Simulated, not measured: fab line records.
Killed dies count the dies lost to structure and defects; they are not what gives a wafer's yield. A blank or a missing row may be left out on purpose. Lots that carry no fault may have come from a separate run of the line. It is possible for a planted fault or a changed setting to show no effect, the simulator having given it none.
Which tool is to blame? | flow gf180mcu | 36 wafers from 13 lots sampled at 2 of the route's 602 steps

== WHAT THE GAUGES READ, wafer by wafer ==
GF_V4_THK_MEAS_01.
lot  | measured     | on            | V4_CVD_00_THK (nm)
L659 | day 23 08:14 | film-metro-01 | 608 608 601
L660 | day 23 15:07 | film-metro-01 | 611 612 612
L661 | day 24 04:34 | film-metro-01 | 590 592 593
L662 | day 24 18:43 | film-metro-01 | 607 599 604
L663 | day 25 02:14 | film-metro-03 | 597 602 588
L664 | day 25 08:40 | film-metro-03 | 597 590 601
L665 | day 25 14:00 | film-metro-04 | 586 602
L667 | day 26 08:22 | film-metro-03 | 605 606
L669 | day 27 00:14 | film-metro-01 | 603 598
L678 | day 29 11:48 | film-metro-01 | 603 602 608
L679 | day 29 22:25 | film-metro-01 | 592 594 605
L680 | day 30 09:27 | film-metro-04 | 589 602 583
L682 | day 30 11:35 | film-metro-03 | 602 604 603

== WHICH TOOL RAN EACH LOT (tool, then ch and the chambers of the sampled wafers, then the start) ==
lot  | GF_M4_SPUTTER_00
L659 | pvd-sputter-01, day 22 08:56
L660 | pvd-sputter-01, day 22 15:02
L661 | pvd-sputter-01, day 23 04:49
L662 | pvd-sputter-01, day 23 19:46
L663 | pvd-sputter-03, day 24 03:04
L664 | pvd-sputter-02, day 24 10:30
L665 | pvd-sputter-03, day 24 16:08
L667 | pvd-sputter-02, day 25 09:55
L669 | pvd-sputter-03, day 26 02:31
L678 | pvd-sputter-02, day 28 16:02
L679 | pvd-sputter-01, day 29 02:40
L680 | pvd-sputter-02, day 29 09:31
L682 | pvd-sputter-03, day 29 16:22
- GF_M4_SPUTTER_00: material Ti, target thk 37.5 nm, time 150 s.

== AS READ BY THE TOOLS THEMSELVES (means over the sampled wafers that have a number; for cases with no such wafer, the mark the record gives instead) ==
GF_M4_SPUTTER_00.
lot  | tool           | cathode-dc-power-W (W) | throttle-valve-pct (%)
L659 | pvd-sputter-01 | 4000.6                 | 28.6
L660 | pvd-sputter-01 | 4000.1                 | 28.8
L661 | pvd-sputter-01 | 4000.1                 | 28.1
L662 | pvd-sputter-01 | 3999.6                 | 28.7
L663 | pvd-sputter-03 | 3999.5                 | 31.1
L664 | pvd-sputter-02 | 4000.1                 | 30.8
L665 | pvd-sputter-03 | 3999.9                 | 31.2
L667 | pvd-sputter-02 | 4000.1                 | 27.9
L669 | pvd-sputter-03 | 3999.3                 | 30.9
L678 | pvd-sputter-02 | 4000.1                 | 29.2
L679 | pvd-sputter-01 | 4000.5                 | 29.5
L680 | pvd-sputter-02 | 4000.8                 | 29.5
L682 | pvd-sputter-03 | 3999.7                 | 31.0

== THE ANSWER, worked out from the rows above alone ==
Rule: the usual values come from the lots themselves. The widest of any qualifying gaps counts: lots, ordered by their means at a reading, are off when they make up no more than a third of the lots, leave a main group of 4 or more, and stand apart from it by 3 or more times the standard deviation of that group's means. Not used: any main group whose means are identical at the precision the tables above print for the reading. A lot without any number at a reading at which 4 lots or more have one is off too. The other lots that the step has rows for count as sound. The gauges are gone through in route order, then the tools' own readings, and for those a lot's mean is taken as printed above. At the first step where some lot is off, the reading lying furthest off is the one used; lots without a number count as furthest.
No lot is off on any of the readings shown, so nothing can be concluded from this.

== WHAT THE SIMULATOR PUT IN ==
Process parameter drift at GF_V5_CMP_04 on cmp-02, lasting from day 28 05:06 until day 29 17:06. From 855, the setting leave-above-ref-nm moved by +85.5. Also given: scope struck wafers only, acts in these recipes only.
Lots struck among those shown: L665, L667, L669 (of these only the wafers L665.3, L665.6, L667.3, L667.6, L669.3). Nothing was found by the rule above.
